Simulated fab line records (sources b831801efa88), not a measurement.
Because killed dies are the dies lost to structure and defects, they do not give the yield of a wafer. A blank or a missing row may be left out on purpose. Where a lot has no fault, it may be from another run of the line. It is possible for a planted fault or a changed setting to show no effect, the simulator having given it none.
fab line records || flow sky130
record {"lots": 5, "wafers": 15, "lastDay": 49}
route steps=708 shown METAL3@557
lots untouched by any fault: they come from a run of this same line in which no faults occurred
startH: start of the lot's first displayed wafer, in hours after the record's first day || waitH: hours from the lot's prior step to this one || " as in the row above || L1.1+2: a single row standing in for several wafers || - no value present, or no start provided || * or withheld: withheld || < > ~ a bound
route shown NAME@n: a module of which the file shows steps, and the number in the route of the first || usual: mean and standard deviation over wafers with no fault || same: alike in all rows || chamber/n: place in a boat || sites: each site's reading || _std_site: how widely they spread, as a standard deviation || _edge_site: mean of outer sites minus mean of inner sites || radiusMm: how far each site lies from the wafer's centre || mask NAME#n: copy n || behind: the most recent tool/chamber to have shaped the wafer || hold: why the lot was held/for how many hours/how that ended || device: the n, p or np transistor that did not switch || end of line: tests of these same wafers at the route's end || a step without rows: its recipe alone || killed: the dies lost at the first sort to structure and to defects; this is not the yield of the wafer || map: dies across one wafer; x = killed, . = not, _ = none there
set.NAME: the setting that was run; set.NAME@STEP: the one run at that earlier step || model.NAME: the simulator's own value behind a step, which no gauge read
a table for each step, a row for each wafer; lots at some steps of the route
services: when a tool's chamber went out of use (startH, in hours from the record's first day, below 0 if earlier), for how many hours, and the reason
## steps
# step SKY_METAL3_COAT_07
# recipe {"resist": "BARC", "tempC": "withheld", "timeS": "withheld", "spinRpm": 3000, "resistThkNm": 60}
{"lot.wafer": "L074.3+4+6", "tool": "lithoTrack-02", "chamber": 0, "startH": 876.99, "waitH": 0.1}
{"lot.wafer": "L079.1+3+6", "tool": "lithoTrack-02", "chamber": 0, "startH": 916.29, "waitH": 0.1}
{"lot.wafer": "L084.2+4+6", "tool": "lithoTrack-04", "chamber": 0, "startH": 960.24, "waitH": 0.1}
{"lot.wafer": "L088.2+3+5", "tool": "lithoTrack-01", "chamber": 0, "startH": 986.40, "waitH": 0.1}
{"lot.wafer": "L092.2+5+6", "tool": "lithoTrack-02", "chamber": 0, "startH": 1008.52, "waitH": 0.1}
# step SKY_METAL3_COAT_08
# recipe {"resist": "KrF-thick", "spinRpm": 3000, "resistThkNm": 1140}
{"lot.wafer": "L074.3+4+6", "tool": "lithoTrack-02", "chamber": 0, "startH": "-", "waitH": "-"}
{"lot.wafer": "L079.1+3+6", "tool": "lithoTrack-02", "chamber": 0, "startH": "-", "waitH": "-"}
{"lot.wafer": "L084.2+4+6", "tool": "lithoTrack-04", "chamber": 0, "startH": "-", "waitH": "-"}
{"lot.wafer": "L088.2+3+5", "tool": "lithoTrack-01", "chamber": 0, "startH": "-", "waitH": "-"}
{"lot.wafer": "L092.2+5+6", "tool": "lithoTrack-02", "chamber": 0, "startH": "-", "waitH": "-"}
# step SKY_METAL3_SOFTBAKE_09
# recipe {"tempC": 100, "timeS": 90, "resist": "KrF-thick"}
{"lot.wafer": "L074.3+4+6", "tool": "lithoTrack-02", "chamber": 0, "startH": "-", "waitH": "-"}
{"lot.wafer": "L079.1+3+6", "tool": "lithoTrack-02", "chamber": 0, "startH": "-", "waitH": "-"}
{"lot.wafer": "L084.2+4+6", "tool": "lithoTrack-04", "chamber": 0, "startH": "-", "waitH": "-"}
{"lot.wafer": "L088.2+3+5", "tool": "lithoTrack-01", "chamber": 0, "startH": "-", "waitH": "-"}
{"lot.wafer": "L092.2+5+6", "tool": "lithoTrack-02", "chamber": 0, "startH": "-", "waitH": "-"}
# step SKY_METAL3_EXPOSE_10
# recipe {"maskId": "MM3", "na": 0.68, "sourceShape": "annular", "sigmaInner": 0.4, "sigmaOuter": 0.8, "targetCdNm": 300, "doseMj": 28}
# usual {"exposureDoseMJCm2": "27.994/0.027"}
{"lot.wafer": "L074.3", "tool": "krfScanner-02", "chamber": 0, "startH": "-", "waitH": "-", "mask": "MM3#0", "exposureDoseMJCm2": 27.994}
{"lot.wafer": "L074.4", "tool": "krfScanner-02", "chamber": 0, "startH": "-", "waitH": "-", "mask": "MM3#0", "exposureDoseMJCm2": 28.015}
{"lot.wafer": "L074.6", "tool": "krfScanner-02", "chamber": 0, "startH": "-", "waitH": "-", "mask": "MM3#0", "exposureDoseMJCm2": 28.006}
{"lot.wafer": "L079.1", "tool": "krfScanner-02", "chamber": 0, "startH": "-", "waitH": "-", "mask": "MM3#0", "exposureDoseMJCm2": 28.005}
{"lot.wafer": "L079.3", "tool": "krfScanner-02", "chamber": 0, "startH": "-", "waitH": "-", "mask": "MM3#0", "exposureDoseMJCm2": 28.020}
{"lot.wafer": "L079.6", "tool": "krfScanner-02", "chamber": 0, "startH": "-", "waitH": "-", "mask": "MM3#0", "exposureDoseMJCm2": 28.026}
{"lot.wafer": "L084.2", "tool": "krfScanner-01", "chamber": 0, "startH": "-", "waitH": "-", "mask": "MM3#0", "exposureDoseMJCm2": 28.009}
{"lot.wafer": "L084.4", "tool": "krfScanner-01", "chamber": 0, "startH": "-", "waitH": "-", "mask": "MM3#0", "exposureDoseMJCm2": 27.985}
{"lot.wafer": "L084.6", "tool": "krfScanner-01", "chamber": 0, "startH": "-", "waitH": "-", "mask": "MM3#0", "exposureDoseMJCm2": 27.966}
{"lot.wafer": "L088.2", "tool": "krfScanner-02", "chamber": 0, "startH": "-", "waitH": "-", "mask": "MM3#0", "exposureDoseMJCm2": 27.966}
{"lot.wafer": "L088.3", "tool": "krfScanner-02", "chamber": 0, "startH": "-", "waitH": "-", "mask": "MM3#0", "exposureDoseMJCm2": 27.963}
{"lot.wafer": "L088.5", "tool": "krfScanner-02", "chamber": 0, "startH": "-", "waitH": "-", "mask": "MM3#0", "exposureDoseMJCm2": 27.980}
{"lot.wafer": "L092.2", "tool": "krfScanner-01", "chamber": 0, "startH": "-", "waitH": "-", "mask": "MM3#0", "exposureDoseMJCm2": 28.017}
{"lot.wafer": "L092.5", "tool": "krfScanner-01", "chamber": 0, "startH": "-", "waitH": "-", "mask": "MM3#0", "exposureDoseMJCm2": 27.968}
{"lot.wafer": "L092.6", "tool": "krfScanner-01", "chamber": 0, "startH": "-", "waitH": "-", "mask": "MM3#0", "exposureDoseMJCm2": 28.027}
# step SKY_METAL3_PEB_11
# recipe {"pebTempC": "withheld", "pebTimeS": "withheld", "resist": "KrF-thick"}
{"lot.wafer": "L074.3+4+6", "tool": "lithoTrack-02", "chamber": 0, "startH": "-", "waitH": "-"}
{"lot.wafer": "L079.1+3+6", "tool": "lithoTrack-04", "chamber": 0, "startH": "-", "waitH": "-"}
{"lot.wafer": "L084.2+4+6", "tool": "lithoTrack-02", "chamber": 0, "startH": "-", "waitH": "-"}
{"lot.wafer": "L088.2+3+5", "tool": "lithoTrack-02", "chamber": 0, "startH": "-", "waitH": "-"}
{"lot.wafer": "L092.2+5+6", "tool": "lithoTrack-01", "chamber": 0, "startH": "-", "waitH": "-"}
# step SKY_METAL3_DEVELOP_12
# recipe {"developTimeS": 60, "resist": "KrF-thick", "devTempC": 21}
{"lot.wafer": "L074.3+4+6", "tool": "lithoTrack-02", "chamber": 0, "startH": "-", "waitH": "-"}
{"lot.wafer": "L079.1+3+6", "tool": "lithoTrack-04", "chamber": 0, "startH": "-", "waitH": "-"}
{"lot.wafer": "L084.2+4+6", "tool": "lithoTrack-02", "chamber": 0, "startH": "-", "waitH": "-"}
{"lot.wafer": "L088.2+3+5", "tool": "lithoTrack-02", "chamber": 0, "startH": "-", "waitH": "-"}
{"lot.wafer": "L092.2+5+6", "tool": "lithoTrack-01", "chamber": 0, "startH": "-", "waitH": "-"}
# step SKY_METAL3_CD_MEAS_13
# recipe {"targetCdNm": 300}
# usual {"cdNm": "300.2/1.6"}
{"lot.wafer": "L074.3", "tool": "cdSem-02", "chamber": "-", "startH": 890.13, "waitH": "-", "cdNm": 303.1}
{"lot.wafer": "L074.4", "tool": "cdSem-02", "chamber": "-", "startH": 890.13, "waitH": "-", "cdNm": 300.8}
{"lot.wafer": "L074.6", "tool": "cdSem-02", "chamber": "-", "startH": 890.13, "waitH": "-", "cdNm": 302.4}
{"lot.wafer": "L079.1", "tool": "cdSem-01", "chamber": "-", "startH": 929.62, "waitH": "-", "cdNm": 299.3}
{"lot.wafer": "L079.3", "tool": "cdSem-01", "chamber": "-", "startH": 929.62, "waitH": "-", "cdNm": 298.9}
{"lot.wafer": "L079.6", "tool": "cdSem-01", "chamber": "-", "startH": 929.62, "waitH": "-", "cdNm": 300.0}
{"lot.wafer": "L084.2", "tool": "cdSem-01", "chamber": "-", "startH": 972.51, "waitH": "-", "cdNm": 300.0}
{"lot.wafer": "L084.4", "tool": "cdSem-01", "chamber": "-", "startH": 972.51, "waitH": "-", "cdNm": 299.6}
{"lot.wafer": "L084.6", "tool": "cdSem-01", "chamber": "-", "startH": 972.51, "waitH": "-", "cdNm": 299.3}
{"lot.wafer": "L088.2", "tool": "cdSem-01", "chamber": "-", "startH": 999.01, "waitH": "-", "cdNm": 303.5}
{"lot.wafer": "L088.3", "tool": "cdSem-01", "chamber": "-", "startH": 999.01, "waitH": "-", "cdNm": 302.7}
{"lot.wafer": "L088.5", "tool": "cdSem-01", "chamber": "-", "startH": 999.01, "waitH": "-", "cdNm": 302.3}
{"lot.wafer": "L092.2", "tool": "cdSem-02", "chamber": "-", "startH": 1019.70, "waitH": "-", "cdNm": 301.0}
{"lot.wafer": "L092.5", "tool": "cdSem-02", "chamber": "-", "startH": 1019.70, "waitH": "-", "cdNm": 300.7}
{"lot.wafer": "L092.6", "tool": "cdSem-02", "chamber": "-", "startH": 1019.70, "waitH": "-", "cdNm": 300.4}
# step SKY_METAL3_OVL_MEAS_14
# usual {"METAL3_OVL": "-3/5.1"}
{"lot.wafer": "L074.3", "tool": "overlay-01", "chamber": "-", "startH": 890.22, "waitH": 0.1, "METAL3_OVL[nm]": -6}
{"lot.wafer": "L074.4", "tool": "overlay-01", "chamber": "-", "startH": 890.22, "waitH": 0.1, "METAL3_OVL[nm]": -3}
{"lot.wafer": "L074.6", "tool": "overlay-01", "chamber": "-", "startH": 890.22, "waitH": 0.1, "METAL3_OVL[nm]": -4}
{"lot.wafer": "L079.1", "tool": "overlay-02", "chamber": "-", "startH": 929.74, "waitH": 0.1, "METAL3_OVL[nm]": -9}
{"lot.wafer": "L079.3", "tool": "overlay-02", "chamber": "-", "startH": 929.74, "waitH": 0.1, "METAL3_OVL[nm]": -8}
{"lot.wafer": "L079.6", "tool": "overlay-02", "chamber": "-", "startH": 929.74, "waitH": 0.1, "METAL3_OVL[nm]": -5}
{"lot.wafer": "L084.2", "tool": "overlay-01", "chamber": "-", "startH": 972.62, "waitH": 0.1, "METAL3_OVL[nm]": -3}
{"lot.wafer": "L084.4", "tool": "overlay-01", "chamber": "-", "startH": 972.62, "waitH": 0.1, "METAL3_OVL[nm]": -5}
{"lot.wafer": "L084.6", "tool": "overlay-01", "chamber": "-", "startH": 972.62, "waitH": 0.1, "METAL3_OVL[nm]": -4}
{"lot.wafer": "L088.2", "tool": "overlay-01", "chamber": "-", "startH": 999.12, "waitH": 0.1, "METAL3_OVL[nm]": 2}
{"lot.wafer": "L088.3", "tool": "overlay-01", "chamber": "-", "startH": 999.12, "waitH": 0.1, "METAL3_OVL[nm]": -1}
{"lot.wafer": "L088.5", "tool": "overlay-01", "chamber": "-", "startH": 999.12, "waitH": 0.1, "METAL3_OVL[nm]": 6}
{"lot.wafer": "L092.2", "tool": "overlay-02", "chamber": "-", "startH": 1019.81, "waitH": 0.1, "METAL3_OVL[nm]": -12}
{"lot.wafer": "L092.5", "tool": "overlay-02", "chamber": "-", "startH": 1019.81, "waitH": 0.1, "METAL3_OVL[nm]": -3}
{"lot.wafer": "L092.6", "tool": "overlay-02", "chamber": "-", "startH": 1019.81, "waitH": 0.1, "METAL3_OVL[nm]": -11}
# step SKY_METAL3_DESCUM_15
# recipe {"chemistry": "O2", "sourcePowerW": 150, "biasPowerW": 0, "pressureMtorr": 10, "tempC": 40, "timeS": 8}
# usual {"drypumpMotorCurrentA": "5.9/0.45", "oesProductAu": "0.999/0.0093"}
# same {"biasPowerW": 0}
{"lot.wafer": "L074.3", "tool": "rieMetal-03", "chamber": 0, "startH": 890.26, "waitH": 0.0, "drypumpMotorCurrentA": 5.4, "oesProductAu": 0.989, "rfHoursCounterH": "-"}
{"lot.wafer": "L074.4", "tool": "rieMetal-03", "chamber": 1, "startH": 890.26, "waitH": 0.0, "drypumpMotorCurrentA": 6.7, "oesProductAu": 1.011, "rfHoursCounterH": "-"}
{"lot.wafer": "L074.6", "tool": "rieMetal-03", "chamber": 1, "startH": 890.26, "waitH": 0.0, "drypumpMotorCurrentA": 6.7, "oesProductAu": 1.002, "rfHoursCounterH": "-"}
{"lot.wafer": "L079.1", "tool": "rieMetal-01", "chamber": 0, "startH": 929.77, "waitH": 0.0, "drypumpMotorCurrentA": 6.1, "oesProductAu": 0.989, "rfHoursCounterH": 13}
{"lot.wafer": "L079.3", "tool": "rieMetal-01", "chamber": 0, "startH": 929.77, "waitH": 0.0, "drypumpMotorCurrentA": 6.0, "oesProductAu": 1.007, "rfHoursCounterH": "-"}
{"lot.wafer": "L079.6", "tool": "rieMetal-01", "chamber": 0, "startH": 929.77, "waitH": 0.0, "drypumpMotorCurrentA": 6.0, "oesProductAu": 1.004, "rfHoursCounterH": "-"}
{"lot.wafer": "L084.2", "tool": "rieMetal-03", "chamber": 0, "startH": 972.65, "waitH": 0.0, "drypumpMotorCurrentA": 5.4, "oesProductAu": 0.990, "rfHoursCounterH": 4}
{"lot.wafer": "L084.4", "tool": "rieMetal-03", "chamber": 1, "startH": 972.65, "waitH": 0.0, "drypumpMotorCurrentA": 6.7, "oesProductAu": 1.004, "rfHoursCounterH": "-"}
{"lot.wafer": "L084.6", "tool": "rieMetal-03", "chamber": 1, "startH": 972.65, "waitH": 0.0, "drypumpMotorCurrentA": 6.7, "oesProductAu": 1.001, "rfHoursCounterH": "-"}
{"lot.wafer": "L088.2", "tool": "rieMetal-04", "chamber": 0, "startH": 999.15, "waitH": 0.0, "drypumpMotorCurrentA": 5.4, "oesProductAu": 1.021, "rfHoursCounterH": 13}
{"lot.wafer": "L088.3", "tool": "rieMetal-04", "chamber": 1, "startH": 999.15, "waitH": 0.0, "drypumpMotorCurrentA": 6.0, "oesProductAu": 1.010, "rfHoursCounterH": "-"}
{"lot.wafer": "L088.5", "tool": "rieMetal-04", "chamber": 1, "startH": 999.15, "waitH": 0.0, "drypumpMotorCurrentA": 6.0, "oesProductAu": 1.012, "rfHoursCounterH": "-"}
{"lot.wafer": "L092.2", "tool": "rieMetal-01", "chamber": 1, "startH": 1019.84, "waitH": 0.0, "drypumpMotorCurrentA": 6.0, "oesProductAu": 0.996, "rfHoursCounterH": 9}
{"lot.wafer": "L092.5", "tool": "rieMetal-01", "chamber": 0, "startH": 1019.84, "waitH": 0.0, "drypumpMotorCurrentA": 6.1, "oesProductAu": 0.995, "rfHoursCounterH": "-"}
{"lot.wafer": "L092.6", "tool": "rieMetal-01", "chamber": 1, "startH": 1019.84, "waitH": 0.0, "drypumpMotorCurrentA": 6.0, "oesProductAu": 0.993, "rfHoursCounterH": "-"}
# step SKY_METAL3_ETCH_16
# recipe {"chemistry": "N2/H2", "target": "BARC", "ionEnergyEv": 200, "biasW": 100, "pressureMtorr": 30, "n2FlowSccm": 100, "h2FlowSccm": 200, "icpW": 500, "stopOn": "SiO2", "timeS": 88.2, "targetDepthA": 600}
# usual {"biasW": "100.11/0.26", "drypumpMotorCurrentA": "5.9/0.45", "n2FlowSccm": "100.0/0.31", "oesProductAu": "0.626/0.0043", "throttleValvePct": "13.205/0.0089"}
{"lot.wafer": "L074.3", "tool": "rieMetal-03", "chamber": 0, "startH": 890.31, "waitH": 0.0, "biasW": 100.05, "drypumpMotorCurrentA": 5.4, "n2FlowSccm": 99.8, "oesProductAu": 0.624, "rfHoursCounterH": "-", "throttleValvePct": 13.207}
{"lot.wafer": "L074.4", "tool": "rieMetal-03", "chamber": 1, "startH": 890.31, "waitH": 0.0, "biasW": 100.36, "drypumpMotorCurrentA": 6.6, "n2FlowSccm": 100.8, "oesProductAu": 0.623, "rfHoursCounterH": "-", "throttleValvePct": 13.218}
{"lot.wafer": "L074.6", "tool": "rieMetal-03", "chamber": 1, "startH": 890.31, "waitH": 0.0, "biasW": 100.18, "drypumpMotorCurrentA": 6.6, "n2FlowSccm": 100.4, "oesProductAu": 0.626, "rfHoursCounterH": "-", "throttleValvePct": 13.208}
{"lot.wafer": "L079.1", "tool": "rieMetal-01", "chamber": 0, "startH": 929.80, "waitH": 0.0, "biasW": 100.17, "drypumpMotorCurrentA": 6.1, "n2FlowSccm": 100.0, "oesProductAu": 0.628, "rfHoursCounterH": 13, "throttleValvePct": 13.217}
{"lot.wafer": "L079.3", "tool": "rieMetal-01", "chamber": 0, "startH": 929.80, "waitH": 0.0, "biasW": 100.16, "drypumpMotorCurrentA": 6.1, "n2FlowSccm": 100.0, "oesProductAu": 0.626, "rfHoursCounterH": "-", "throttleValvePct": 13.207}
{"lot.wafer": "L079.6", "tool": "rieMetal-01", "chamber": 0, "startH": 929.80, "waitH": 0.0, "biasW": 99.65, "drypumpMotorCurrentA": 6.1, "n2FlowSccm": 100.1, "oesProductAu": 0.629, "rfHoursCounterH": "-", "throttleValvePct": 13.198}
{"lot.wafer": "L084.2", "tool": "rieMetal-03", "chamber": 0, "startH": 972.68, "waitH": 0.0, "biasW": 100.02, "drypumpMotorCurrentA": 5.4, "n2FlowSccm": 100.0, "oesProductAu": 0.627, "rfHoursCounterH": 4, "throttleValvePct": 13.206}
{"lot.wafer": "L084.4", "tool": "rieMetal-03", "chamber": 1, "startH": 972.68, "waitH": 0.0, "biasW": 99.81, "drypumpMotorCurrentA": 6.7, "n2FlowSccm": 100.0, "oesProductAu": 0.628, "rfHoursCounterH": "-", "throttleValvePct": 13.203}
{"lot.wafer": "L084.6", "tool": "rieMetal-03", "chamber": 1, "startH": 972.68, "waitH": 0.0, "biasW": 100.13, "drypumpMotorCurrentA": 6.7, "n2FlowSccm": 100.4, "oesProductAu": 0.625, "rfHoursCounterH": "-", "throttleValvePct": 13.208}
{"lot.wafer": "L088.2", "tool": "rieMetal-04", "chamber": 0, "startH": 999.18, "waitH": 0.0, "biasW": 99.75, "drypumpMotorCurrentA": 5.4, "n2FlowSccm": 99.9, "oesProductAu": 0.626, "rfHoursCounterH": 13, "throttleValvePct": 13.195}
{"lot.wafer": "L088.3", "tool": "rieMetal-04", "chamber": 1, "startH": 999.18, "waitH": 0.0, "biasW": 99.69, "drypumpMotorCurrentA": 6.0, "n2FlowSccm": 99.8, "oesProductAu": 0.629, "rfHoursCounterH": "-", "throttleValvePct": 13.217}
{"lot.wafer": "L088.5", "tool": "rieMetal-04", "chamber": 1, "startH": 999.18, "waitH": 0.0, "biasW": 100.07, "drypumpMotorCurrentA": 6.0, "n2FlowSccm": 99.8, "oesProductAu": 0.626, "rfHoursCounterH": "-", "throttleValvePct": 13.213}
{"lot.wafer": "L092.2", "tool": "rieMetal-01", "chamber": 1, "startH": 1019.87, "waitH": 0.0, "biasW": 100.30, "drypumpMotorCurrentA": 5.9, "n2FlowSccm": 100.2, "oesProductAu": 0.620, "rfHoursCounterH": 9, "throttleValvePct": 13.202}
{"lot.wafer": "L092.5", "tool": "rieMetal-01", "chamber": 0, "startH": 1019.87, "waitH": 0.0, "biasW": 100.01, "drypumpMotorCurrentA": 6.0, "n2FlowSccm": 100.1, "oesProductAu": 0.632, "rfHoursCounterH": "-", "throttleValvePct": 13.208}
{"lot.wafer": "L092.6", "tool": "rieMetal-01", "chamber": 1, "startH": 1019.87, "waitH": 0.0, "biasW": 100.35, "drypumpMotorCurrentA": 5.9, "n2FlowSccm": 100.2, "oesProductAu": 0.627, "rfHoursCounterH": "-", "throttleValvePct": 13.208}
# step SKY_METAL3_ETCH_17
# recipe {"target": "SiO2", "stopOn": "TiN", "chemistry": "C4F8/O2/Ar", "sourceW": 1500, "biasW": 1200, "pressureMtorr": 40, "c4f8FlowSccm": "withheld", "O2_flow_sccm": 6, "Ar_flow_sccm": 300, "timeS": 3.9, "targetDepthA": 150}
# usual {"biasW": "1200/3.7", "oesProductAu": "0.754/0.0071"}
{"lot.wafer": "L074.3", "tool": "rieDiel-04", "chamber": 3, "startH": 890.38, "waitH": 0.0, "biasW": 1207, "oesProductAu": 0.761, "rfHoursCounterH": 2}
{"lot.wafer": "L074.4", "tool": "rieDiel-04", "chamber": 3, "startH": 890.38, "waitH": 0.0, "biasW": 1211, "oesProductAu": 0.747, "rfHoursCounterH": "-"}
{"lot.wafer": "L074.6", "tool": "rieDiel-04", "chamber": 1, "startH": 890.38, "waitH": 0.0, "biasW": 1203, "oesProductAu": 0.753, "rfHoursCounterH": "-"}
{"lot.wafer": "L079.1", "tool": "rieDiel-01", "chamber": 1, "startH": 929.90, "waitH": 0.1, "biasW": 1199, "oesProductAu": 0.739, "rfHoursCounterH": 4}
{"lot.wafer": "L079.3", "tool": "rieDiel-01", "chamber": 0, "startH": 929.90, "waitH": 0.1, "biasW": 1205, "oesProductAu": 0.751, "rfHoursCounterH": 15}
{"lot.wafer": "L079.6", "tool": "rieDiel-01", "chamber": 0, "startH": 929.90, "waitH": 0.1, "biasW": 1202, "oesProductAu": 0.756, "rfHoursCounterH": "-"}
{"lot.wafer": "L084.2", "tool": "rieDiel-01", "chamber": 3, "startH": 972.78, "waitH": 0.1, "biasW": 1202, "oesProductAu": 0.757, "rfHoursCounterH": 13}
{"lot.wafer": "L084.4", "tool": "rieDiel-01", "chamber": 1, "startH": 972.78, "waitH": 0.1, "biasW": 1196, "oesProductAu": 0.754, "rfHoursCounterH": 5}
{"lot.wafer": "L084.6", "tool": "rieDiel-01", "chamber": 3, "startH": 972.78, "waitH": 0.1, "biasW": 1196, "oesProductAu": 0.766, "rfHoursCounterH": "-"}
{"lot.wafer": "L088.2", "tool": "rieDiel-02", "chamber": 0, "startH": 999.28, "waitH": 0.1, "biasW": 1201, "oesProductAu": 0.763, "rfHoursCounterH": 14}
{"lot.wafer": "L088.3", "tool": "rieDiel-02", "chamber": 1, "startH": 999.28, "waitH": 0.1, "biasW": 1208, "oesProductAu": 0.749, "rfHoursCounterH": 29}
{"lot.wafer": "L088.5", "tool": "rieDiel-02", "chamber": 0, "startH": 999.28, "waitH": 0.1, "biasW": 1200, "oesProductAu": 0.751, "rfHoursCounterH": "-"}
{"lot.wafer": "L092.2", "tool": "rieDiel-01", "chamber": 0, "startH": 1019.97, "waitH": 0.1, "biasW": 1199, "oesProductAu": 0.741, "rfHoursCounterH": 18}
{"lot.wafer": "L092.5", "tool": "rieDiel-01", "chamber": 3, "startH": 1019.97, "waitH": 0.1, "biasW": 1198, "oesProductAu": 0.752, "rfHoursCounterH": "-"}
{"lot.wafer": "L092.6", "tool": "rieDiel-01", "chamber": 0, "startH": 1019.97, "waitH": 0.1, "biasW": 1198, "oesProductAu": 0.753, "rfHoursCounterH": "-"}
# step SKY_METAL3_METAL_ETCH_18
# recipe {"targetDepthA": 8450, "stopOn": "SiO2", "overEtchFrac": 0.3, "timeS": 183.1, "chemistry": "Cl2/BCl3", "resistSidewallDeg": 88, "pressureMtorr": 10, "icpW": 900, "biasW": 48.5, "Cl2_flow_sccm": 60, "bcl3FlowSccm": 30}
# usual {"biasW": "48.51/0.13", "drypumpMotorCurrentA": "6.0/0.45", "oesProductAu": "0.865/0.0063", "throttleValvePct": "22.264/0.0093"}
{"lot.wafer": "L074.3", "tool": "rieMetal-04", "chamber": 0, "startH": 890.46, "waitH": 0.1, "biasW": 48.68, "drypumpMotorCurrentA": 5.4, "oesProductAu": 0.863, "rfHoursCounterH": "-", "throttleValvePct": 22.271}
{"lot.wafer": "L074.4", "tool": "rieMetal-04", "chamber": 1, "startH": 890.46, "waitH": 0.1, "biasW": 48.38, "drypumpMotorCurrentA": 6.0, "oesProductAu": 0.854, "rfHoursCounterH": "-", "throttleValvePct": 22.275}
{"lot.wafer": "L074.6", "tool": "rieMetal-04", "chamber": 0, "startH": 890.46, "waitH": 0.1, "biasW": 48.71, "drypumpMotorCurrentA": 5.4, "oesProductAu": 0.860, "rfHoursCounterH": "-", "throttleValvePct": 22.254}
{"lot.wafer": "L079.1", "tool": "rieMetal-03", "chamber": 1, "startH": 929.92, "waitH": 0.0, "biasW": 48.68, "drypumpMotorCurrentA": 6.7, "oesProductAu": 0.868, "rfHoursCounterH": 8, "throttleValvePct": 22.277}
{"lot.wafer": "L079.3", "tool": "rieMetal-03", "chamber": 1, "startH": 929.92, "waitH": 0.0, "biasW": 48.54, "drypumpMotorCurrentA": 6.7, "oesProductAu": 0.870, "rfHoursCounterH": "-", "throttleValvePct": 22.266}
{"lot.wafer": "L079.6", "tool": "rieMetal-03", "chamber": 1, "startH": 929.92, "waitH": 0.0, "biasW": 48.50, "drypumpMotorCurrentA": 6.7, "oesProductAu": 0.873, "rfHoursCounterH": "-", "throttleValvePct": 22.260}
{"lot.wafer": "L084.2", "tool": "rieMetal-04", "chamber": 1, "startH": 972.80, "waitH": 0.0, "biasW": 48.72, "drypumpMotorCurrentA": 6.0, "oesProductAu": 0.859, "rfHoursCounterH": 13, "throttleValvePct": 22.250}
{"lot.wafer": "L084.4", "tool": "rieMetal-04", "chamber": 0, "startH": 972.80, "waitH": 0.0, "biasW": 48.53, "drypumpMotorCurrentA": 5.4, "oesProductAu": 0.866, "rfHoursCounterH": "-", "throttleValvePct": 22.263}
{"lot.wafer": "L084.6", "tool": "rieMetal-04", "chamber": 0, "startH": 972.80, "waitH": 0.0, "biasW": 48.61, "drypumpMotorCurrentA": 5.4, "oesProductAu": 0.859, "rfHoursCounterH": "-", "throttleValvePct": 22.270}
{"lot.wafer": "L088.2", "tool": "rieMetal-01", "chamber": 1, "startH": 999.30, "waitH": 0.0, "biasW": 48.64, "drypumpMotorCurrentA": 5.9, "oesProductAu": 0.881, "rfHoursCounterH": 7, "throttleValvePct": 22.259}
{"lot.wafer": "L088.3", "tool": "rieMetal-01", "chamber": 0, "startH": 999.30, "waitH": 0.0, "biasW": 48.30, "drypumpMotorCurrentA": 6.0, "oesProductAu": 0.868, "rfHoursCounterH": "-", "throttleValvePct": 22.242}
{"lot.wafer": "L088.5", "tool": "rieMetal-01", "chamber": 0, "startH": 999.30, "waitH": 0.0, "biasW": 48.45, "drypumpMotorCurrentA": 6.0, "oesProductAu": 0.868, "rfHoursCounterH": "-", "throttleValvePct": 22.267}
{"lot.wafer": "L092.2", "tool": "rieMetal-03", "chamber": 0, "startH": 1019.98, "waitH": 0.0, "biasW": 48.48, "drypumpMotorCurrentA": 5.4, "oesProductAu": 0.859, "rfHoursCounterH": 6, "throttleValvePct": 22.264}
{"lot.wafer": "L092.5", "tool": "rieMetal-03", "chamber": 0, "startH": 1019.98, "waitH": 0.0, "biasW": 48.49, "drypumpMotorCurrentA": 5.4, "oesProductAu": 0.864, "rfHoursCounterH": "-", "throttleValvePct": 22.264}
{"lot.wafer": "L092.6", "tool": "rieMetal-03", "chamber": 1, "startH": 1019.98, "waitH": 0.0, "biasW": 48.36, "drypumpMotorCurrentA": 6.7, "oesProductAu": 0.865, "rfHoursCounterH": "-", "throttleValvePct": 22.272}
## services
{"tool": "krfScanner-01", "chamber": "-", "startH": 862.30, "hours": 0.8, "kind": "pm"}
{"tool": "rieMetal-03", "chamber": 0, "startH": 869.69, "hours": "-", "kind": "clean"}
{"tool": "rieMetal-03", "chamber": 0, "startH": 869.69, "hours": 11.0, "kind": "scheduledDown"}
{"tool": "krfScanner-02", "chamber": "-", "startH": 883.25, "hours": 0.8, "kind": "pm"}
{"tool": "krfScanner-01", "chamber": "-", "startH": 884.00, "hours": 1.0, "kind": "pm"}
{"tool": "rieDiel-04", "chamber": 2, "startH": 886.24, "hours": 5.4, "kind": "repair"}
{"tool": "rieDiel-02", "chamber": 0, "startH": 893.98, "hours": 4.1, "kind": "repair"}
{"tool": "rieMetal-01", "chamber": 0, "startH": 897.57, "hours": 11.4, "kind": "repair"}
{"tool": "rieDiel-02", "chamber": 3, "startH": 907.30, "hours": 4.8, "kind": "repair"}
{"tool": "krfScanner-02", "chamber": "-", "startH": 937.37, "hours": 3.1, "kind": "repair"}
{"tool": "krfScanner-02", "chamber": "-", "startH": 943.13, "hours": 1.0, "kind": "pm"}
{"tool": "rieDiel-04", "chamber": 1, "startH": 950.72, "hours": 9.9, "kind": "repair"}
{"tool": "rieMetal-03", "chamber": "-", "startH": 957.48, "hours": 1.4, "kind": "pm"}
{"tool": "krfScanner-01", "chamber": "-", "startH": 960.05, "hours": 0.3, "kind": "repair"}
{"tool": "krfScanner-02", "chamber": "-", "startH": 961.89, "hours": 1.6, "kind": "repair"}
{"tool": "krfScanner-01", "chamber": "-", "startH": 966.37, "hours": 1.3, "kind": "pm"}
{"tool": "krfScanner-02", "chamber": "-", "startH": 973.23, "hours": 1.3, "kind": "pm"}
{"tool": "krfScanner-01", "chamber": "-", "startH": 977.91, "hours": 0.2, "kind": "repair"}
{"tool": "rieMetal-03", "chamber": 0, "startH": 978.80, "hours": 19.5, "kind": "repair"}
{"tool": "rieDiel-04", "chamber": "-", "startH": 981.80, "hours": 2.8, "kind": "pm"}
{"tool": "rieDiel-04", "chamber": 3, "startH": 986.33, "hours": 13.8, "kind": "repair"}
{"tool": "krfScanner-01", "chamber": "-", "startH": 988.25, "hours": 4.0, "kind": "pm"}
{"tool": "rieMetal-04", "chamber": "-", "startH": 1003.30, "hours": 1.2, "kind": "repair"}
{"tool": "rieDiel-02", "chamber": 1, "startH": 1016.19, "hours": 3.3, "kind": "repair"}
## key
fault none
